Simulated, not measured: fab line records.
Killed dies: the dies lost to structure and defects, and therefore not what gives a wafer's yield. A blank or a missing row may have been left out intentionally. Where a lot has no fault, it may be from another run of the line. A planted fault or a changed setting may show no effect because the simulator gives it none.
2 desks looking at one fault || flow sky130 || each desk has only its own numbers; what lay behind them comes last

## FROM THE METROLOGY DESK
Lot by lot, what the gauges showed, no matter which tool ran the lot: averages of those sampled wafers that carry a number. Marked OUT: a lot whose mean sits more than 4 standard deviations from the usual mean, which makes it out of limits; the brackets give that distance.
Columns: A = CAPM_TIN_RS at SKY_CAPM_RS_MEAS_03, usual 6.94 ohm/sq; B = CAPM_TIN_THK at SKY_CAPM_THK_MEAS_04, usual 196.6 nm
{"lot": "L461", "first seen here": "day 36 02:28", "A": 6.90, "B": 197.6}
{"lot": "L462", "first seen here": "day 36 19:55", "A": 6.91, "B": 197.4}
{"lot": "L468", "first seen here": "day 39 06:02", "A": "7.38 (+6.2) OUT", "B": "186.2 (-4.3) OUT"}
{"lot": "L469", "first seen here": "day 39 10:08", "A": "7.38 (+6.2) OUT", "B": "186.4 (-4.2) OUT"}
{"lot": "L472", "first seen here": "day 40 19:43", "A": 6.89, "B": 198.0}
{"lot": "L477", "first seen here": "day 41 11:23", "A": 6.96, "B": 196.4}
{"lot": "L478", "first seen here": "day 42 04:29", "A": 6.88, "B": 196.2}
{"lot": "L481", "first seen here": "day 42 13:26", "A": 6.91, "B": 198.1}
{"lot": "L482", "first seen here": "day 42 17:04", "A": 6.93, "B": 194.3}
{"lot": "L483", "first seen here": "day 43 01:13", "A": 7.03, "B": 194.6}
Per this desk, out of limits: L468, L469; the first was L468, day 39 06:02 (CAPM_TIN_RS at SKY_CAPM_RS_MEAS_03). In limits: L461, L462, L472, L477, L478, L481, L482, L483.

## TOOL OWNER'S DESK, pvdSputter-04
The tool's own readings at SKY_CAPM_SPUTTER_02 (material TiN, target thk 200 nm, time 166.7 s): means of the sampled wafers that have a number, for each lot that ran on this tool. Marked OUT: a lot whose mean sits more than 4 standard deviations from the usual mean, which makes it out of limits; the brackets give that distance.
Columns: A = throttleValvePct at SKY_CAPM_SPUTTER_02, usual 29.6 %
{"lot": "L468", "first seen here": "day 39 05:55", "A": 29.4}
{"lot": "L469", "first seen here": "day 39 10:01", "A": 28.9}
This desk's finding: nothing out of limits on any of the 2 lots.

## ALL TOGETHER
On L468, L469, the metrology desk was in a position to raise an alarm at day 39 06:02.
The tool owner's desk saw nothing out of limits.
On record at the tool owner's desk: L468, L469, within its limits.
SKY_CAPM_SPUTTER_02 was run on pvdSputter-04 by each of the lots named.

## WHAT THE SIMULATOR PUT IN
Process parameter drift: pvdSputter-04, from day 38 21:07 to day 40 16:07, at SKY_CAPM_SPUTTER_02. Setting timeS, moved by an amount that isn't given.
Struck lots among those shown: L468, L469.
Delay in hours, fault start to first out-of-limits reading, per desk: metrology desk 9.
